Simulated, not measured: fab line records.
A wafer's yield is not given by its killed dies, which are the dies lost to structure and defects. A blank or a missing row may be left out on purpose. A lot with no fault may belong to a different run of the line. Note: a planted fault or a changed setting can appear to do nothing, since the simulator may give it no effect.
What tool caused it? / flow gf180mcu / 6 lots, 18 wafers sampled, at 3 steps of a route of 602

WHAT THE GAUGES SHOWED, per wafer
GF_V2_RS_MEAS_24: the measuring method here is four-point-probe.
lot=L570; measured=day 20 20:34; on=film_metro-04; V2_W_RS (ohm/sq)=0.327 0.328 0.332
lot=L573; measured=day 21 18:50; on=film_metro-02; V2_W_RS (ohm/sq)=0.335 0.332 0.334
lot=L575; measured=day 22 11:37; on=film_metro-03; V2_W_RS (ohm/sq)=0.335 0.330 0.328
lot=L579; measured=day 23 22:44; on=film_metro-04; V2_W_RS (ohm/sq)=0.332 0.335 0.337
lot=L583; measured=day 25 23:41; on=film_metro-04; V2_W_RS (ohm/sq)=0.336 0.321 0.319
lot=L591; measured=day 28 09:14; on=film_metro-03; V2_W_RS (ohm/sq)=0.333 0.340 0.337

WHAT TOOL EACH LOT RAN ON (gives the tool, then ch and the chambers of the sampled wafers, and finally the start)
lot=L570; GF_V2_SPUTTER_21=pvd_sputter-01, day 20 20:21; GF_V2_CVD_23=cvd_w-02 ch 0,1, day 20 20:27
lot=L573; GF_V2_SPUTTER_21=pvd_sputter-02, day 21 18:36; GF_V2_CVD_23=cvd_w-02 ch 1, day 21 18:42
lot=L575; GF_V2_SPUTTER_21=pvd_sputter-04, day 22 11:24; GF_V2_CVD_23=cvd_w-02 ch 0,1, day 22 11:30
lot=L579; GF_V2_SPUTTER_21=pvd_sputter-04, day 23 22:29; GF_V2_CVD_23=cvd_w-02 ch 0,1, day 23 22:37
lot=L583; GF_V2_SPUTTER_21=pvd_sputter-01, day 25 23:27; GF_V2_CVD_23=cvd_w-02 ch 1, day 25 23:33
lot=L591; GF_V2_SPUTTER_21=pvd_sputter-04, day 28 09:01; GF_V2_CVD_23=cvd_w-01 ch 0,1, day 28 09:07
- GF_V2_SPUTTER_21: material Ti, target thk 15 nm, time 80.02 s.
- GF_V2_CVD_23: deposits W, target thk 350 nm, time 104.94 s.

THE ANSWER, worked out from the rows above alone
Rule: the usual values come from the lots themselves. The widest of any qualifying gaps counts: lots, ordered by their means at a reading, are off when they make up no more than a third of the lots, leave a main group of 4 or more, and stand apart from it by 3 or more times the standard deviation of that group's means. The tables above print the reading to a certain number of digits; a main group whose means all agree to those digits is not used. A lot without any number at a reading at which 4 lots or more have one is off too. All remaining lots with rows at the step are treated as sound.
Across all readings shown, no lot is off: no conclusion can be drawn from this.

WHAT THE SIMULATOR PUT IN
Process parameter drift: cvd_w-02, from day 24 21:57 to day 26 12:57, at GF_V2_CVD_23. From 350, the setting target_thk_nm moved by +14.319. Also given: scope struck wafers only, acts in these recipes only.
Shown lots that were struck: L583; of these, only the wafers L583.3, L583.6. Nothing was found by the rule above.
